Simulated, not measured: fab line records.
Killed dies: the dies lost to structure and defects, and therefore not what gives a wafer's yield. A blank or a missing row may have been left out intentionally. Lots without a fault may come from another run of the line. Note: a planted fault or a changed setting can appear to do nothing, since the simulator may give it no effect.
A sampling plan put to the test ; flow gf180mcu ; one line in one fab, 52 faults in these records, each fault weighed on the records of the lots it struck
The plan is the line's own looks: the steps of the route at which a gauge or an inspection reads the wafer and doesn't change it. A look is open to judgement when struck wafers have a number at it and the file gives its usual mean and standard deviation on fault-free wafers. Caught: at a look after the fault's first step, the mean of the struck wafers lies 4 or more of those standard deviations (sigma) from the usual mean. On the tool: here the same test is run on the tool's own readings at the fault's steps. A different recipe on the struck wafers counts as caught too, as does a record blank only for those wafers.

THE FAULTS, as the simulator had put them in
1. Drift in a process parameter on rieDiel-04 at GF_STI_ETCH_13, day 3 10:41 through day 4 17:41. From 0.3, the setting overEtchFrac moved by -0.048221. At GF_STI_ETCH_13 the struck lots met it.
2. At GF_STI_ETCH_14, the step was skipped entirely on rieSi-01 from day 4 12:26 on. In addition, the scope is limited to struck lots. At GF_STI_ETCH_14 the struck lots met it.
3. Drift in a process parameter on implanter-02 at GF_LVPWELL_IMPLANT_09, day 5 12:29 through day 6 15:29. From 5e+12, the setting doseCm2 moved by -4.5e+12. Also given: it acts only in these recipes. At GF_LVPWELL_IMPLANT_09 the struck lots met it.
4. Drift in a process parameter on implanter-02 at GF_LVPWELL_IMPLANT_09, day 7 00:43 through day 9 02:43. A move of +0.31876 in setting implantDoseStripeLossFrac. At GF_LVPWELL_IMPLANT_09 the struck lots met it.
5. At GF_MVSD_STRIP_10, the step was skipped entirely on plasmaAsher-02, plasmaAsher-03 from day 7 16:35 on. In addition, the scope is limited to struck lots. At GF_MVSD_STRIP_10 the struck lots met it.
6. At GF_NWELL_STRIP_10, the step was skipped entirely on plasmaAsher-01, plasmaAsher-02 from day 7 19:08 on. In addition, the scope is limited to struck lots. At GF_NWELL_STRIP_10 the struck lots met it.
7. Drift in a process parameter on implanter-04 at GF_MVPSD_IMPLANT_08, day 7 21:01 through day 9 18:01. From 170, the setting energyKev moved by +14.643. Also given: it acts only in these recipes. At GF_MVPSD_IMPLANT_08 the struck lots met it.
8. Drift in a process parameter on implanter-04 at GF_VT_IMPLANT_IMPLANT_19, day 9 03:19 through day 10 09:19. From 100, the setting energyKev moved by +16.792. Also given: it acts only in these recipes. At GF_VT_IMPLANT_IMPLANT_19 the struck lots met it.
9. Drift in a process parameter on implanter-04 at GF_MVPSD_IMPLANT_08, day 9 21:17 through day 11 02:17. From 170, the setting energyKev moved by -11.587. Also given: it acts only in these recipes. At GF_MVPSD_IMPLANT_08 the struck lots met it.
10. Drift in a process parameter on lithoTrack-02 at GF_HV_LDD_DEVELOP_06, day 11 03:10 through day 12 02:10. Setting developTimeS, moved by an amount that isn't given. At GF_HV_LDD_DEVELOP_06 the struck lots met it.
11. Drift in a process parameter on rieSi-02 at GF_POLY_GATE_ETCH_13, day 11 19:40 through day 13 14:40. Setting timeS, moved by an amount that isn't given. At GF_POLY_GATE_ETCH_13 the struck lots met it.
12. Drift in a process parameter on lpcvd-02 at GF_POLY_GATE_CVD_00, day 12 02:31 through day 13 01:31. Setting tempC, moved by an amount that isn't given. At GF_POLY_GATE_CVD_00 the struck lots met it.
13. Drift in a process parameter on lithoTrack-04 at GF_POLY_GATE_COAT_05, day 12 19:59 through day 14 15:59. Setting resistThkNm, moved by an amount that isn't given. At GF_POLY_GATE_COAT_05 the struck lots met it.
14. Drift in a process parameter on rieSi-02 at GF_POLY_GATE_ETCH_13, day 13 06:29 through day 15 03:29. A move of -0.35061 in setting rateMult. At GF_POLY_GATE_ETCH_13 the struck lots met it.
15. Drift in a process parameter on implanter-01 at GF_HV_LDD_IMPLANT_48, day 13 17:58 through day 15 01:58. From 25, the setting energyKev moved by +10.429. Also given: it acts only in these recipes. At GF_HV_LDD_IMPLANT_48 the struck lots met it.
16. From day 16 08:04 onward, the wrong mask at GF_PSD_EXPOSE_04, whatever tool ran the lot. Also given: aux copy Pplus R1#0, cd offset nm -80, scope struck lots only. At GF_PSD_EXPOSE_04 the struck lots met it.
17. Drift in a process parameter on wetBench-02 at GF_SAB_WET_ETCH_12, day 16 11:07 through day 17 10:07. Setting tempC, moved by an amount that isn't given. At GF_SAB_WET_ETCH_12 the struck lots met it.
18. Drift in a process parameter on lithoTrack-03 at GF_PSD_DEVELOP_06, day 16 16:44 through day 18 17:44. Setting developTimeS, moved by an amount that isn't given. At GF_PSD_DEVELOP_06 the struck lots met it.
19. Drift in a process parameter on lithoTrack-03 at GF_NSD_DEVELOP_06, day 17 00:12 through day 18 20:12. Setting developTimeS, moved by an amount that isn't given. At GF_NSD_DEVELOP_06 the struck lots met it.
20. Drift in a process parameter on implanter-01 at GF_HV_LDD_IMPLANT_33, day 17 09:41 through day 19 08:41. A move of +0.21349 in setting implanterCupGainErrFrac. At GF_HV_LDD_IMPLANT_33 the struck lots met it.
21. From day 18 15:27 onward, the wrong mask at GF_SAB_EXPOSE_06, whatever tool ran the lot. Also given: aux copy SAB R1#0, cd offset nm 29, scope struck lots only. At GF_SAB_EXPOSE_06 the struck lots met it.
22. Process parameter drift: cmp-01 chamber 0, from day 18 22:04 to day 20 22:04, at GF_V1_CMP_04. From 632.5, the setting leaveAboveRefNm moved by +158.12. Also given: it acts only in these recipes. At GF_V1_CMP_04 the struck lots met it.
23. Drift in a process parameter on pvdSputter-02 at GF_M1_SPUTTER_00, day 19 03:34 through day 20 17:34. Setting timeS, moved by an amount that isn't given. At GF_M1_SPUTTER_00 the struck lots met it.
24. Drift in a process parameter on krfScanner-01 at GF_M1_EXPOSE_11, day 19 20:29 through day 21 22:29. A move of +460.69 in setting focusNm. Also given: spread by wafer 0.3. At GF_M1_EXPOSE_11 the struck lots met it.
25. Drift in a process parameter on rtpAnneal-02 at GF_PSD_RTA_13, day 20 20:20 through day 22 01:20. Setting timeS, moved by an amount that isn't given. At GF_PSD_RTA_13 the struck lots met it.
26. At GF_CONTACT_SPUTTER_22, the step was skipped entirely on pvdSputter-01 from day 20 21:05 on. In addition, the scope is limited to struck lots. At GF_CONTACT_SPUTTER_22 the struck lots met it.
27. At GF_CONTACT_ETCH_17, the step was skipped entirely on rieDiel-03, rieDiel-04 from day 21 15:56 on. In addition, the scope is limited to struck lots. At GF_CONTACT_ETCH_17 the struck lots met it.
28. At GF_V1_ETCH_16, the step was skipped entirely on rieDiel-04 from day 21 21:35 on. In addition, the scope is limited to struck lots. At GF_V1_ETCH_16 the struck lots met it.
29. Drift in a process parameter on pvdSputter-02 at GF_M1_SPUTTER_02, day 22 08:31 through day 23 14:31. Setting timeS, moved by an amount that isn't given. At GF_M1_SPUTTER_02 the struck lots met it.
30. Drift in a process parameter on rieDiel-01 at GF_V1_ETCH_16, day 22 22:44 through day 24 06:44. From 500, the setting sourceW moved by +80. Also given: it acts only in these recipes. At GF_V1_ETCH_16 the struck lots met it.
31. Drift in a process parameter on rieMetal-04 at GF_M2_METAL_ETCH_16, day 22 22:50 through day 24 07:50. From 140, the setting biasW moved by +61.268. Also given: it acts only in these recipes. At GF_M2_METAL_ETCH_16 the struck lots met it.
32. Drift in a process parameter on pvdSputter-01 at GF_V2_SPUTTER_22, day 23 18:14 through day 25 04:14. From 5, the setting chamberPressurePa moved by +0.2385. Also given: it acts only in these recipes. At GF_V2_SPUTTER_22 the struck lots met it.
33. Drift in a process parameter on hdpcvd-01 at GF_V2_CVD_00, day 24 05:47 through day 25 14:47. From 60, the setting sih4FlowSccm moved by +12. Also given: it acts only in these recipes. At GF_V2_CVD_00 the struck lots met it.
34. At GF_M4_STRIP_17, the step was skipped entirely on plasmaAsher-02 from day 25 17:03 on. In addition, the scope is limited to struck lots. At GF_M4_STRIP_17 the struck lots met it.
35. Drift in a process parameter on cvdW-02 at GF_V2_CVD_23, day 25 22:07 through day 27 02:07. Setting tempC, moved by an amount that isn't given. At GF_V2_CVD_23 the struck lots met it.
36. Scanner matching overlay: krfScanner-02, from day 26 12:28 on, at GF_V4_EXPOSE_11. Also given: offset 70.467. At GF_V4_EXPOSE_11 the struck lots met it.
37. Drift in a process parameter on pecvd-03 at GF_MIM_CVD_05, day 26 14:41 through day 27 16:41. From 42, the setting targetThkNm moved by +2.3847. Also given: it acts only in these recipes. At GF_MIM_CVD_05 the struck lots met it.
38. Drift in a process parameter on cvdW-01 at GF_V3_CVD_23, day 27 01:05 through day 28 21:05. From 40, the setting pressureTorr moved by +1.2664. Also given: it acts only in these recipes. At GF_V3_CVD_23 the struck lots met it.
39. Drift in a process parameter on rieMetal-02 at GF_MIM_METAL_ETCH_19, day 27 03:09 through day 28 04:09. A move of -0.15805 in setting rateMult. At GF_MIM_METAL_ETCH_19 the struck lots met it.
40. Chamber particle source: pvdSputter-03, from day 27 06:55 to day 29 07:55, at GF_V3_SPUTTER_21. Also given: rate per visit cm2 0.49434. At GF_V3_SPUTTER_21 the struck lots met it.
41. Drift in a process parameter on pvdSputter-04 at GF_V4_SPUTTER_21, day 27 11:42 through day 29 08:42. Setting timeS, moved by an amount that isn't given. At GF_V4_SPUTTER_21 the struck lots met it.
42. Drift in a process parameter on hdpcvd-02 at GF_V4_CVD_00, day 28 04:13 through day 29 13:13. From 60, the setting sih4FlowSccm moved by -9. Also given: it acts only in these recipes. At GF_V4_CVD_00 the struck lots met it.
43. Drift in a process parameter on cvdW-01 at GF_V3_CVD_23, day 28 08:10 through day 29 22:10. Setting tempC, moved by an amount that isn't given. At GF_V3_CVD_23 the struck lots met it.
44. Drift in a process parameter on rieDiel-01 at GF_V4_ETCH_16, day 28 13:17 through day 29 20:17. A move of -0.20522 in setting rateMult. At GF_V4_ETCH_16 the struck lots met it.
45. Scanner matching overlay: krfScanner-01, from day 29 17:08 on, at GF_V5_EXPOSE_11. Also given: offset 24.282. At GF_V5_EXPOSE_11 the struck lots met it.
46. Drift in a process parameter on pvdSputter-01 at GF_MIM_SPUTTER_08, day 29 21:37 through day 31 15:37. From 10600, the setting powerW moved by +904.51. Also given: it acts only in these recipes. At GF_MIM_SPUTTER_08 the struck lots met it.
47. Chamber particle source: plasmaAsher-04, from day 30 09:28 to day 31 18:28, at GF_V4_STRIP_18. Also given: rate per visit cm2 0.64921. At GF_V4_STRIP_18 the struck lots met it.
48. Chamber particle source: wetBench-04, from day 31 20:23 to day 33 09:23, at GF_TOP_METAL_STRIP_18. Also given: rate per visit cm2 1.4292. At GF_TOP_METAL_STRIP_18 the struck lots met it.
49. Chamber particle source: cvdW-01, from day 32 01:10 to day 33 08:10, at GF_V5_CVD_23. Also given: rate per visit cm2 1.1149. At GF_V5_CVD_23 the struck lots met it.
50. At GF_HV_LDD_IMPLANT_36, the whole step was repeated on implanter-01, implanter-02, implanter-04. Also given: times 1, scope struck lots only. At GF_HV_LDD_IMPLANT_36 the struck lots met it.
51. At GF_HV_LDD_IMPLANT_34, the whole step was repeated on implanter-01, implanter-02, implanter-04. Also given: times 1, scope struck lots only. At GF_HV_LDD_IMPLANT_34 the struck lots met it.
52. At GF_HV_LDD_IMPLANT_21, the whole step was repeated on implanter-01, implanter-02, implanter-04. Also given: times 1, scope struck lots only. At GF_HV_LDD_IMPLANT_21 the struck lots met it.

WHAT THE PLAN SAW
fault;on the tool itself;first look that catches it;reading, sigma;median hours from its first step to that look;hours from the fault's start to the first struck lot there;judged looks passed uncaught
1;only faintly: oesProductAu +2.5 sigma;none of the 2 looks that can be judged after it;-;-;-;2
2;the tool's record is blank for the struck wafers;no look after it can be judged;-;-;-;0
3;doseIonsCm2 -99 or beyond sigma;GF_LVPWELL_TW_MEAS_11;LVPWELL_TW -11;0.2;5;0
4;under 2 sigma;none of the 3 looks that can be judged after it;strongest: LVPWELL_RS at GF_VT_IMPLANT_RS_MEAS_48, +3.4;-;-;3
5;the tool's record is blank for the struck wafers;GF_MVPSD_TW_MEAS_11;MVPSD_TW -99 or beyond;17.1;19;0
6;the tool's record is blank for the struck wafers;GF_LVPWELL_TW_MEAS_11;LVPWELL_TW -99 or beyond;16.7;20;0
7;beamEnergyKeV +99 or beyond sigma;GF_VT_IMPLANT_RS_MEAS_49;MVPSD_RS -4.5;72.0;74;0
8;beamEnergyKeV +99 or beyond sigma;GF_VT_IMPLANT_TW_MEAS_21;VT_IMPLANT_2_TW +4.8;0.2;7;0
9;beamEnergyKeV -99 or beyond sigma;GF_VT_IMPLANT_RS_MEAS_49;MVPSD_RS +6.0;77.2;80;0
10;under 2 sigma;GF_HV_LDD_CD_MEAS_07;cdNm +11;0.2;6;0
11;runLengthS -35 sigma;none of the 2 looks that can be judged after it;-;-;-;2
12;susceptorTempC -79 sigma;GF_POLY_GATE_THK_MEAS_01;POLY_GATE_CVD_00_THK -36;1.3;5;0
13;no reading that can be judged;no look after it can be judged;-;-;-;0
14;oesProductAu -30 sigma;no look after it can be judged;-;-;-;0
15;beamEnergyKeV +99 or beyond sigma;GF_HV_LDD_TW_MEAS_50;HV_LDD_4_TW +11;0.2;9;0
16;no reading that can be judged;GF_PSD_CD_MEAS_07;cdNm -29;11.5;17;0
17;tempC -94 sigma;no look after it can be judged;-;-;-;0
18;no reading that can be judged;none of the 2 looks that can be judged after it;strongest: cdNm at GF_PSD_CD_MEAS_07, +3.3;-;-;2
19;under 2 sigma;none of the 2 looks that can be judged after it;strongest: cdNm at GF_NSD_CD_MEAS_07, +3.9;-;-;2
20;faradayCurrentUA +10 sigma;none of the 2 looks that can be judged after it;strongest: HV_LDD_RS at GF_HV_LDD_RS_MEAS_53, +2.6;-;-;2
21;under 2 sigma;GF_SAB_CD_MEAS_09;cdNm +12;12.3;19;0
22;timeToEndpointS -10 sigma;no look after it can be judged;-;-;-;0
23;under 2 sigma;no look after it can be judged;-;-;-;0
24;exposureDoseMJCm2 -90 sigma;GF_M1_CD_MEAS_14;cdNm -58;12.1;42;0
25;runLengthS +49 sigma;GF_PSD_RS_MEAS_14;NSD_RS -48;0.1;2;0
26;the tool's record is blank for the struck wafers;no look after it can be judged;-;-;-;0
27;the tool's record is blank for the struck wafers;no look after it can be judged;-;-;-;0
28;the tool's record is blank for the struck wafers;no look after it can be judged;-;-;-;0
29;under 2 sigma;GF_M1_RS_MEAS_05;M1_ALCU_RS -8.6;0.1;16;0
30;rfFwdPowerW +47 sigma;no look after it can be judged;-;-;-;0
31;biasW +99 or beyond sigma;no look after it can be judged;-;-;-;0
32;chamberPressurePa +21 sigma;no look after it can be judged;-;-;-;0
33;sih4FlowSccm +59 sigma;GF_V2_THK_MEAS_01;V2_CVD_00_THK +17;0.1;11;0
34;no reading that can be judged;no look after it can be judged;-;-;-;0
35;susceptorTempC +56 sigma;GF_V2_RS_MEAS_24;V2_W_RS -12;0.1;6;0
36;no reading that can be judged;GF_V4_OVL_MEAS_15;V4_OVL +15;9.9;16;0
37;under 2 sigma;not the one look that can be judged after it;strongest: MIM_CVD_05_THK at GF_MIM_THK_MEAS_06, +3.5;-;-;1
38;chamberPressureTorr +16 sigma;not the one look that can be judged after it;-;-;-;1
39;oesProductAu -5.8 sigma;no look after it can be judged;-;-;-;0
40;under 2 sigma;not the one look that can be judged after it;-;-;-;1
41;under 2 sigma;no look after it can be judged;-;-;-;0
42;sih4FlowSccm -49 sigma;GF_V4_THK_MEAS_01;V4_CVD_00_THK -16;0.1;6;0
43;susceptorTempC +99 or beyond sigma;GF_V3_RS_MEAS_24;V3_W_RS -29;0.1;8;0
44;under 2 sigma;none of the 5 looks that can be judged after it;-;-;-;5
45;under 2 sigma;GF_V5_OVL_MEAS_15;V5_OVL +4.8;9.1;17;0
46;cathodeDcPowerW +99 or beyond sigma;GF_MIM_RS_MEAS_10;MIM_ALCU_RS -7.4;0.1;13;0
47;under 2 sigma;not the one look that can be judged after it;-;-;-;1
48;under 2 sigma;not the one look that can be judged after it;-;-;-;1
49;under 2 sigma;not the one look that can be judged after it;-;-;-;1
50;under 2 sigma;GF_HV_LDD_TW_MEAS_38;HV_LDD_3_TW +14;0.5;-;0
51;no reading that can be judged;GF_HV_LDD_TW_MEAS_38;HV_LDD_3_TW +13;0.9;-;0
52;under 2 sigma;GF_HV_LDD_TW_MEAS_23;HV_LDD_2_TW +39;0.6;-;0
Dash: fault not caught, or number not given in these records.

Caught at a look: 24 of 52. Caught on the tool: 29 of 52. By one or the other: 38 of 52.
Faults 2, 11, 14, 17, 20, 22, 26, 27, 28, 30, 31, 32, 38, 39 were caught on the tool alone.
Caught at a look alone: faults 10, 16, 21, 29, 36, 45, 50, 51, 52.
Caught by neither: faults 1, 4, 13, 18, 19, 23, 34, 37, 40, 41, 44, 47, 48, 49.

THINNER SAMPLING
Were the look that catches a fault to measure just every second or every third lot (counted by lot number), the first struck lot would, at worst, be measured this late:
fault;struck lots at that look, in order of time;every lot;every second lot;every third lot
3;L159, L160;5 h;12 h;may miss all 2
5;L127, L128;19 h;26 h;may miss all 2
6;L861, L862;20 h;25 h;may miss all 2
7;L761, L764;74 h;94 h;may miss all 2
8;L395, L396;7 h;14 h;may miss all 2
9;L620, L621;80 h;88 h;may miss all 2
10;L559, L561;6 h;may miss all 2;may miss all 2
12;L214, L215;5 h;9 h;may miss all 2
15;L251, L253, L254;9 h;30 h;may miss all 3
16;L505;17 h;may miss it;may miss it
21;L865;19 h;may miss it;may miss it
24;L153;42 h;may miss it;may miss it
25;L274, L276;2 h;may miss all 2;may miss all 2
29;L486, L487;16 h;26 h;may miss all 2
33;L545, L548;11 h;28 h;may miss all 2
35;L813, L815;6 h;may miss all 2;may miss all 2
36;L187, L188, L189, L190;16 h;27 h;32 h
42;L406, L409;6 h;21 h;may miss all 2
43;L881, L883;8 h;may miss all 2;may miss all 2
45;L866, L867, L868, L869;17 h;28 h;30 h
46;L201, L202;13 h;14 h;may miss all 2
Hours are from the fault's start to the first struck lot that is measured. 4 sigma limit: tested on the pooled struck wafers, so a lone lot may be under it. Other struck lots may not be in these records.

THE LONGEST TIMED WAY FROM STEP TO LOOK
For fault 9, GF_MVPSD_IMPLANT_08 and GF_VT_IMPLANT_RS_MEAS_49 are separated by a median of 77.2 hours. No look between them can be judged.
